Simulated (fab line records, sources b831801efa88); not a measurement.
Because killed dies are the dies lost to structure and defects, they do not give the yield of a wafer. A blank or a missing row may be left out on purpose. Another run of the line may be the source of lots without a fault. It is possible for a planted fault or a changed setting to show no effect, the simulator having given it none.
Chamber matching | flow sky130 | cmp-01 running SKY_VIA4_CMP_02: 4 sister chambers
The step polishes SiO2. 24 wafers are shown with their chamber, then 12 later ones without.

EACH WAFER AND ITS CHAMBER
wafer  | chamber | motor-current-A (A) | platen-rpm (rpm)
L074.3 | 0       | 9.9                 | 60.01
L074.4 | 1       | 10.6                | 59.97
L074.5 | 3       | 12.2                | 60.04
L079.4 | 2       | 12.8                | 59.99
L079.5 | 3       | 12.4                | 60.03
L079.6 | 0       | 9.6                 | 59.97
L081.2 | 3       | 12.6                | 59.92
L081.4 | 2       | 12.6                | 60.04
L081.6 | 2       | 12.5                | 60.08
L083.3 | 1       | 9.6                 | 59.95
L083.5 | 1       | 10.7                | 60.02
L083.6 | 0       | 9.4                 | 60.05
L085.2 | 3       | 12.3                | 59.98
L085.3 | 1       | 10.1                | 60.01
L085.6 | 2       | 13.0                | 59.97
L086.3 | 1       | 10.0                | 60.01
L086.5 | 3       | 12.4                | 59.99
L086.6 | 2       | 12.6                | 60.05
L087.2 | 3       | 12.6                | 60.01
L087.3 | 1       | 10.0                | 60.01
L087.6 | 3       | 12.3                | 60.01
L088.1 | 2       | 12.7                | 60.09
L088.2 | 1       | 10.3                | 59.94
L088.6 | 0       | 10.1                | 60.03

SIGNATURES, as means of the wafers listed above
reading         | chamber 0 | chamber 1 | chamber 2 | chamber 3 | scatter within a chamber
motor-current-A | 9.750     | 10.186    | 12.700    | 12.400    | 0.27
platen-rpm      | 60.0150   | 59.9871   | 60.0367   | 59.9971   | 0.0394
Rule: for a wafer and a chamber, the distance is found by dividing, reading by reading, the gap between the wafer's reading and the chamber's mean by the reading's scatter, squaring, summing and taking the root. The wafer belongs to the nearest chamber; if the next one is less than 2 further off, it can't be placed. The scatter is the square root of a quotient: the sum, over the shown wafers, of each reading's squared deviation from its chamber's mean, divided by wafers minus chambers.

WAFERS WITH NO CHAMBER GIVEN
wafer  | motor-current-A (A) | platen-rpm (rpm)
L090.1 | 9.6                 | 59.95
L090.3 | 12.3                | 59.94
L090.5 | 11.9                | 60.00
L091.1 | 9.9                 | 59.98
L091.2 | 9.6                 | 60.00
L091.6 | 12.8                | 60.02
L092.1 | 10.1                | 59.99
L092.4 | 11.8                | 60.00
L092.6 | 9.7                 | 60.02
L096.1 | 9.8                 | 60.05
L096.2 | 13.0                | 60.03
L096.6 | 9.6                 | 59.98

WHICH CHAMBER EACH WENT THROUGH
wafer  | from the rows above     | in truth
L090.1 | can't be placed: 0 or 1 | 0
L090.3 | can't be placed: 3 or 2 | 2
L090.5 | can't be placed: 3 or 2 | 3
L091.1 | can't be placed: 0 or 1 | 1
L091.2 | can't be placed: 0 or 1 | 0
L091.6 | can't be placed: 2 or 3 | 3
L092.1 | can't be placed: 1 or 0 | 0
L092.4 | can't be placed: 3 or 2 | 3
L092.6 | can't be placed: 0 or 1 | 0
L096.1 | can't be placed: 0 or 1 | 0
L096.2 | can't be placed: 2 or 3 | 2
L096.6 | can't be placed: 0 or 1 | 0
Correctly placed: 0 of 12. From these rows, 12 cannot be placed; in 12 the true chamber is one of the candidates. 0 placed wrongly.
